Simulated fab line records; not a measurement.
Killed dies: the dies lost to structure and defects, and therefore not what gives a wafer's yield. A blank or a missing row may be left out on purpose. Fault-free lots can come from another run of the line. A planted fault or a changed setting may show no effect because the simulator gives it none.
Chamber matching	flow sky130	4 sister chambers for SKY_VIA1_CMP_24 on cmp-02
The step polishes, stops on SiO2, t overpolish 15 s, target thk 0 nm. 39 wafers are shown with their chamber, then 12 later ones without.

WAFERS PAIRED WITH THEIR CHAMBERS
wafer	chamber	motorCurrentA (A)	timeToEndpointS (s)	overpolishRunS (s)
L076.3	1	10.3	66.7	14.990
L076.4	0	10.6	61.7	14.994
L076.6	0	11.2	63.6	15.007
L077.3	1	10.1	69.2	15.008
L077.4	3	13.1	68.8	14.983
L077.5	1	10.0	67.6	14.987
L077.1	0	11.3	64.6	14.997
L077.2	2	11.4	68.7	15.001
L077.6	2	11.3	70.0	15.013
L078.1	3	12.0	65.4	14.999
L078.2	1	10.5	66.2	14.981
L078.3	0	11.2	63.9	15.006
L082.2	1	10.5	66.5	14.999
L082.3	3	12.6	66.8	15.002
L082.4	0	11.7	63.3	14.994
L084.1	1	10.1	66.1	15.007
L084.3	0	10.7	64.0	15.000
L084.4	3	12.1	65.5	15.003
L083.1	1	10.2	69.2	14.995
L083.4	2	10.6	67.3	15.005
L083.5	3	12.6	65.1	15.002
L086.2	1	10.7	64.3	15.002
L086.3	0	11.4	61.6	15.006
L086.6	3	12.2	65.8	14.987
L087.2	0	10.8	62.1	15.002
L087.4	1	10.2	60.3	15.001
L087.5	0	10.9	63.6	15.011
L087.1	2	10.9	64.2	14.980
L087.3	3	12.0	66.4	14.999
L087.6	1	9.9	63.1	15.007
L089.1	3	12.5	67.2	15.010
L089.5	3	12.6	66.1	14.978
L089.6	2	11.0	65.5	14.994
L088.3	3	11.7	66.4	14.994
L088.5	3	12.7	66.2	15.005
L088.6	0	11.3	64.7	15.001
L092.1	0	11.7	65.0	14.991
L092.4	2	11.3	67.0	14.996
L092.5	0	10.7	63.8	14.993

SIGNATURES (means of the wafers above)
reading	chamber 0	chamber 1	chamber 2	chamber 3	scatter within a chamber
motorCurrentA	11.125	10.250	11.083	12.373	0.35
timeToEndpointS	63.492	65.920	67.117	66.336	1.81
overpolishRunS	15.00017	14.99770	14.99817	14.99655	0.00902
Rule: a wafer's distance from a chamber is the root of the sum, over the readings, of the square of ((its reading less the chamber's mean) divided by the reading's scatter). The wafer belongs to the nearest chamber; if the next one is less than 2 further off, it can't be placed. The scatter: the root of (the sum of the squares of (reading less its chamber's mean) over the shown wafers, divided by (wafers less chambers)).

WAFERS WITHOUT THEIR CHAMBER
wafer	motorCurrentA (A)	timeToEndpointS (s)	overpolishRunS (s)
L093.1	10.9	66.8	15.007
L093.2	10.3	67.4	15.009
L093.3	12.4	68.5	14.998
L096.2	12.2	64.4	14.990
L096.3	10.5	64.3	14.998
L096.5	11.0	64.2	14.997
L096.1	10.8	67.7	15.005
L096.4	11.2	65.5	15.012
L096.6	11.9	66.5	15.004
L097.2	9.8	66.1	14.997
L097.5	10.7	68.7	15.003
L097.6	12.5	65.4	14.996

WHICH CHAMBER EACH WENT THROUGH
wafer	from the rows above	in truth
L093.1	can't be placed: 2 or 0 or 1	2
L093.2	can't be placed: 1 or 2 or 0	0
L093.3	3	3
L096.2	can't be placed: 3 or 0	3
L096.3	can't be placed: 1 or 0 or 2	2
L096.5	can't be placed: 0 or 2 or 1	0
L096.1	can't be placed: 2 or 1 or 0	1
L096.4	can't be placed: 0 or 2 or 1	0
L096.6	can't be placed: 3 or 2 or 0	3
L097.2	1	1
L097.5	can't be placed: 2 or 1 or 0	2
L097.6	3	3
3 of 12 placed correctly. Not placeable from these rows: 9 (in 9, the candidates include the true chamber). Wrongly placed: 0.
